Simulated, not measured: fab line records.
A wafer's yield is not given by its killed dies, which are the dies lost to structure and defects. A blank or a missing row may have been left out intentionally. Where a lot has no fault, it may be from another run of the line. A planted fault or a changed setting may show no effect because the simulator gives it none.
A lot that was struck, set against a sound lot || flow sky130 || 15 steps out of a route of 708
Sound: these wafers, L623.1, L623.5, L623.6. The struck wafers were L635.2, L635.4, L635.5. The cause is given at the end.
Per side, at each step with rows, come the tool, then ch with its chambers, and then its first start. Under that, the readings that differ: sound wafers || struck wafers || difference of the means || sigmas: that difference in standard deviations of wafers without a fault.
alike: readings with means less than 2 such deviations apart, plus words and numbers identical on both sides. not compared: withheld readings, readings lacking a value on some wafer, bounds such as >300 that could conceal the same value, and numbers that have no deviation in the record and whose values overlap.
Wherever a step has rows on one side only, a row that says differs or no value, or a row with sigmas, the two part there. Numbers that don't overlap but have no deviation are shown without sigmas and don't part them. A reading missing from all wafers of one side parts the sides only when that side holds two or more wafers.

first, 4 steps without rows for these wafers: SKY_CONTACT_STRIP_20 (strips in post etch residue remover, time 1200 s); SKY_CONTACT_CLEAN_21 (cleans in IPA, time 180 s); SKY_CONTACT_CLEAN_22 (cleans in O3/DIW); SKY_CONTACT_SPUTTER_23 (material TiN, target thk 20 nm, time 80 s).
SKY_CONTACT_CVD_24: deposits W, target thk 340 nm, time 102.12 s.
  sound on cvd_w-02 ch 0,1, day 32 07:35; struck on cvd_w-02 ch 0, day 36 07:23
  alike: heater_power_w, susceptor_temp_C
SKY_CONTACT_RS_MEAS_25: the measuring method here is four-point-probe.
  sound on film_metro-03, day 32 07:41; struck on film_metro-02, day 36 07:35
  alike: CONTACT_W_RS
SKY_CONTACT_THK_MEAS_26: measures by xrf.
  sound on film_metro-03, day 32 07:49; struck on film_metro-02, day 36 07:42
  alike: CONTACT_W_THK
SKY_CONTACT_CMP_27: polishes, stops on SiO2, t overpolish 15 s, target thk 0 nm.
  sound on cmp-01 ch 0,1, day 32 07:52; struck on cmp-02 ch 0,2,3, day 36 07:51
  alike: motor_current_A, overpolish_run_s, slurry_filter_dp_kPa, time_to_endpoint_s
SKY_METAL1_SPUTTER_00: material Ti, target thk 15 nm, time 10 s.
  sound on pvd_sputter-02, day 32 08:10; struck on pvd_sputter-03, day 36 08:03
  alike: cathode_dc_power_W, chamber_pressure_pa, throttle_valve_pct
then, 1 step without rows for these wafers: SKY_METAL1_SPUTTER_01 (material TiN, target thk 20 nm, time 16.7 s).
SKY_METAL1_SPUTTER_02: material AlCu, target thk 250 nm, time 13.3 s.
  sound on pvd_sputter-02, day 32 08:13; struck on pvd_sputter-03, day 36 08:06
{"reading": "chamber_pressure_pa (Pa)", "sound": "0.3977 0.3982 0.3990", "struck": "0.4010 0.3994 0.3999", "difference": "+0.0018", "sigmas": "+2"}
  alike: cathode_dc_power_W, throttle_valve_pct
SKY_METAL1_SPUTTER_03: material Ti, target thk 5 nm, time 3.3 s.
  sound on pvd_sputter-02, day 32 08:14; struck on pvd_sputter-03, day 36 08:08
  alike: cathode_dc_power_W, chamber_pressure_pa, throttle_valve_pct
SKY_METAL1_SPUTTER_04: material TiN, target thk 70 nm, time 58.3 s.
  sound on pvd_sputter-02, day 32 08:16; struck on pvd_sputter-03, day 36 08:09
  no value came back on the struck wafers for cathode_dc_power_W (W), chamber_pressure_pa (Pa), throttle_valve_pct (%); on the sound wafers cathode_dc_power_W (W) reads 6500.5 6499.6 6497.4
SKY_METAL1_THK_MEAS_06: measures by xrf.
  sound on film_metro-02, day 32 08:26; struck on film_metro-02, day 36 08:20
{"reading": "METAL1_ALCU_THK (nm)", "sound": "249 255 249", "struck": "290 293 297", "difference": "+42", "sigmas": "+11"}
then, 1 step without rows for these wafers: SKY_METAL1_DEHYDRATE_07 (time 60 s).

WHERE THEY PART
At SKY_METAL1_SPUTTER_02 first; at SKY_METAL1_THK_MEAS_06 last (within this record only).

WHY: what the simulator had put in
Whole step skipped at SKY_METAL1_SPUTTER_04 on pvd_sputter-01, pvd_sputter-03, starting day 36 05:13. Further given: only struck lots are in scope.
